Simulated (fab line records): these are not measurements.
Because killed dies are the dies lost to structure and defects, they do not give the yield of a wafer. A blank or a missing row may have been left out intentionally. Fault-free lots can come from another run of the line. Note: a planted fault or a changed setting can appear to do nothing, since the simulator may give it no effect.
Which tool is to blame?    flow gf180mcu    at 1 step of a route of 602, 7 lots with 21 wafers sampled

WHAT THE GAUGES READ, wafer by wafer
GF_HV_LDD_TW_MEAS_23.
lot   measured      on            HV_LDD_2_TW
L390  day 11 01:58  filmMetro-01  1063 1068 1070
L393  day 12 03:24  filmMetro-04  1033 1035 1040
L400  day 14 09:15  filmMetro-03  1062 1059 1056
L404  day 15 17:40  filmMetro-04  1047 1050 1048
L406  day 16 04:07  filmMetro-03  1070 1066 1063
L408  day 16 20:05  filmMetro-01  1055 1050 1052
L411  day 17 16:22  filmMetro-04  1039 1045 1039

EACH LOT AND THE TOOL THAT RAN IT (in order: tool; ch and the chambers of the sampled wafers; start)
No process step before these readings appears in the record.

THE ANSWER, worked out from the rows above alone
Rule: what is usual is taken from the lots themselves. The widest of any qualifying gaps counts: lots, ordered by their means at a reading, are off when they make up no more than a third of the lots, leave a main group of 4 or more, and stand apart from it by 3 or more times the standard deviation of that group's means. If all means in a main group match to the digits the tables above print for the reading, that group is not used. Also off: a lot with no number at a reading for which 4 or more lots have one. All remaining lots with rows at the step are treated as sound.
None of the lots is off at any reading shown; this tells nothing.

WHAT WAS PUT IN BY THE SIMULATOR
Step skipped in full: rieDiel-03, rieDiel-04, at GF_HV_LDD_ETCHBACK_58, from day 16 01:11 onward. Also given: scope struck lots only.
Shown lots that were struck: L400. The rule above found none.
